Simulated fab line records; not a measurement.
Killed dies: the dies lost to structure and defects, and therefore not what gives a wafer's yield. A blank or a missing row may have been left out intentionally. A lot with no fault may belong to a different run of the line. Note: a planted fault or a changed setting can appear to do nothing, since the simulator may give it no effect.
Which tool did it?    flow sky130    12 lots with 36 wafers sampled at 4 steps, on a route of 708 steps

== WHAT EACH GAUGE READ, for each wafer ==
SKY_VIA3_BOW_MEAS_03.
lot   measured      on             VIA3_BOW (um)
L539  day 38 07:25  film_metro-02  82 78 69
L541  day 38 23:13  film_metro-02  91 96 84
L542  day 40 13:44  film_metro-04  77 75 84
L545  day 41 05:13  film_metro-01  81 86 78
L548  day 41 20:35  film_metro-01  71 74 74
L551  day 42 08:08  film_metro-01  74 54 70
L550  day 42 11:03  film_metro-02  77 84 76
L560  day 44 16:50  film_metro-02  79 75 81
L561  day 44 18:39  film_metro-04  81 77 92
L562  day 45 00:40  film_metro-01  90 82 77

== EACH LOT AND THE TOOL THAT RAN IT (in order: tool; ch and the chambers of the sampled wafers; start) ==
lot   SKY_VIA2_STRIP_16                     SKY_METAL3_STRIP_19                   SKY_VIA3_CMP_02
L539  plasma_asher-02 ch 0,1, day 35 23:43  plasma_asher-04 ch 0,1, day 38 06:15  cmp-02 ch 0,2,3, day 38 07:07
L541  plasma_asher-03 ch 0,1, day 36 16:19  plasma_asher-04 ch 0,1, day 38 21:57  cmp-01 ch 1,2,3, day 38 22:57
L542  plasma_asher-02 ch 0,1, day 38 08:31  plasma_asher-03 ch 0,1, day 40 12:37  cmp-01 ch 1,2, day 40 13:24
L545  plasma_asher-03 ch 1, day 39 00:07    plasma_asher-04 ch 0,1, day 41 04:05  cmp-01 ch 0,2,3, day 41 05:01
L548  plasma_asher-03 ch 0,1, day 39 16:10  plasma_asher-03 ch 0,1, day 41 19:27  cmp-02 ch 0,1,3, day 41 20:20
L551  plasma_asher-03 ch 0,1, day 40 04:50  plasma_asher-03 ch 0,1, day 42 07:00  cmp-01 ch 0,2,3, day 42 07:50
L550  plasma_asher-03 ch 0,1, day 40 06:13  plasma_asher-01 ch 0,1, day 42 09:51  cmp-01 ch 1,2,3, day 42 10:54
L558  plasma_asher-03 ch 0,1, day 41 21:32  plasma_asher-03 ch 0,1, day 43 21:39  -
L559  plasma_asher-02 ch 0,1, day 42 10:17  plasma_asher-03 ch 0,1, day 44 10:07  -
L560  plasma_asher-01 ch 0,1, day 42 15:32  plasma_asher-03 ch 0,1, day 44 15:43  cmp-02 ch 0,2, day 44 16:35
L561  plasma_asher-01 ch 0,1, day 42 18:10  plasma_asher-01 ch 0,1, day 44 17:30  cmp-02 ch 2,3, day 44 18:24
L562  plasma_asher-01 ch 0,1, day 43 01:17  plasma_asher-01 ch 0,1, day 44 23:33  cmp-01 ch 0,1,3, day 45 00:22
- SKY_VIA2_STRIP_16: strips in O2/N2.
- SKY_METAL3_STRIP_19: strips in O2/N2.
- SKY_VIA3_CMP_02: polishes SiO2.

== AS READ BY THE TOOLS THEMSELVES (means over the sampled wafers that have a number; for cases with no such wafer, the mark the record gives instead) ==
SKY_VIA2_STRIP_16.
lot   tool             chamber_pressure_mTorr (mTorr)  drypump_motor_current_A (A)  oes_product_au (a.u.)  strip_time_to_endpoint_s (s)
L539  plasma_asher-02  1499.8                          6.0                          0.401                  4.030
L541  plasma_asher-03  1499.8                          4.9                          0.400                  4.054
L542  plasma_asher-02  1499.5                          6.2                          0.397                  4.083
L545  plasma_asher-03  1499.7                          4.9                          0.398                  4.039
L548  plasma_asher-03  1501.1                          4.9                          0.398                  4.000
L551  plasma_asher-03  1499.0                          4.9                          0.399                  4.041
L550  plasma_asher-03  1501.2                          4.9                          0.394                  4.021
L558  plasma_asher-03  1499.6                          4.9                          0.395                  4.052
L559  plasma_asher-02  1499.7                          6.0                          0.403                  4.089
L560  plasma_asher-01  1500.7                          5.3                          0.400                  4.041
L561  plasma_asher-01  1499.0                          5.7                          0.398                  4.062
L562  plasma_asher-01  1500.6                          5.6                          0.400                  4.062

SKY_METAL3_STRIP_19.
lot   tool             chamber_pressure_mTorr (mTorr)  drypump_motor_current_A (A)  oes_product_au (a.u.)  strip_time_to_endpoint_s (s)
L539  plasma_asher-04  1499.1                          5.5                          0.503                  6.55
L541  plasma_asher-04  1499.1                          5.4                          0.500                  6.52
L542  plasma_asher-03  1498.9                          4.9                          0.499                  6.50
L545  plasma_asher-04  1500.7                          5.5                          0.507                  6.60
L548  plasma_asher-03  1499.6                          4.9                          0.503                  6.47
L551  plasma_asher-03  1499.9                          4.9                          0.503                  6.45
L550  plasma_asher-01  1500.0                          5.6                          0.499                  6.45
L558  plasma_asher-03  -                               -                            -                      -
L559  plasma_asher-03  -                               -                            -                      -
L560  plasma_asher-03  1498.0                          4.9                          0.503                  6.63
L561  plasma_asher-01  1500.0                          5.3                          0.505                  6.63
L562  plasma_asher-01  1499.4                          5.3                          0.505                  6.63

SKY_VIA3_CMP_02.
lot   tool    motor_current_A (A)
L539  cmp-02  11.3
L541  cmp-01  10.3
L542  cmp-01  10.3
L545  cmp-01  11.1
L548  cmp-02  11.2
L551  cmp-01  11.4
L550  cmp-01  10.7
L560  cmp-02  11.1
L561  cmp-02  11.6
L562  cmp-01  11.4

== THE ANSWER, worked out from the rows above alone ==
Rule: the usual values come from the lots themselves. The widest of any qualifying gaps counts: lots, ordered by their means at a reading, are off when they make up no more than a third of the lots, leave a main group of 4 or more, and stand apart from it by 3 or more times the standard deviation of that group's means. If all means in a main group match to the digits the tables above print for the reading, that group is not used. Also off: a lot with no number at a reading for which 4 or more lots have one. All remaining lots with rows at the step are treated as sound. After the gauges, taken in route order, come the tools' own readings; for these a lot's mean is taken, as printed above. The first step at which some lot is off is used, and at that step the reading that is off furthest; a lot without a number counts as furthest.
Off: L558, L559, at SKY_METAL3_STRIP_19 (chamber_pressure_mTorr). Without a number there: L558, L559. For the main group the mean is 1499.5 mTorr and the standard deviation 0.71.
A tool fits if, at that step or a process step before it, it ran every lot that is off, and no sound lot after the first of them. Of those tried, none fits.

== WHAT THE SIMULATOR HAD INSERTED ==
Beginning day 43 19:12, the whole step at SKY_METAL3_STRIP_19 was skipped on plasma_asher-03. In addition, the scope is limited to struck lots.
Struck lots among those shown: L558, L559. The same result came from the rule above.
